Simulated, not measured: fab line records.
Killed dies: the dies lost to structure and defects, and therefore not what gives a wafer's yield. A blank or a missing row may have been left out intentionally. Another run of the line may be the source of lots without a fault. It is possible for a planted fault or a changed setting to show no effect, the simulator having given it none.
Chamber matching    flow sky130    rie-diel-01 running SKY_PAD_OPEN_ETCH_07: 4 sister chambers
The step etches the open film in CF4/O2, stops on AlCu, target depth 725 nm, time 161.1 s. 8 wafers are shown with their chamber, then 7 later ones without.

WAFERS WITH THEIR CHAMBER
wafer   chamber  drypump-motor-current-A (A)  oes-product-au (a.u.)
L079.1  1        6.3                          0.963
L079.3  3        5.7                          0.974
L079.4  2        5.3                          0.977
L083.3  0        6.0                          0.965
L083.4  3        5.7                          0.992
L083.5  1        6.3                          0.985
L087.1  0        5.9                          0.963
L087.4  2        5.3                          0.981

WAFERS MISSING THEIR CHAMBER
wafer   drypump-motor-current-A (A)  oes-product-au (a.u.)
L087.6  6.0                          0.970
L089.1  6.3                          0.972
L089.4  5.7                          0.978
L089.6  5.7                          0.972
L095.1  5.9                          0.969
L095.4  5.7                          0.969
L095.5  5.7                          0.978

WHICH CHAMBER EACH ONE RAN IN
wafer   from the rows above  in truth
L087.6  0                    0
L089.1  1                    1
L089.4  3                    3
L089.6  3                    3
L095.1  0                    0
L095.4  3                    3
L095.5  3                    3
7 of 7 placed correctly. Not placeable from these rows: 0. Number placed wrongly: 0.
How it was worked out, from the rows above alone: a wafer's distance from a chamber is the root of the sum, over the readings, of the square of ((its reading less the chamber's mean) divided by the reading's scatter). The wafer belongs to the nearest chamber; if the next one is less than 2 further off, it can't be placed. The mean given for a chamber averages the wafers shown for that chamber. The scatter: take each reading less its chamber's mean, square it, sum over the shown wafers, divide by the number of wafers less the number of chambers, and take the root.
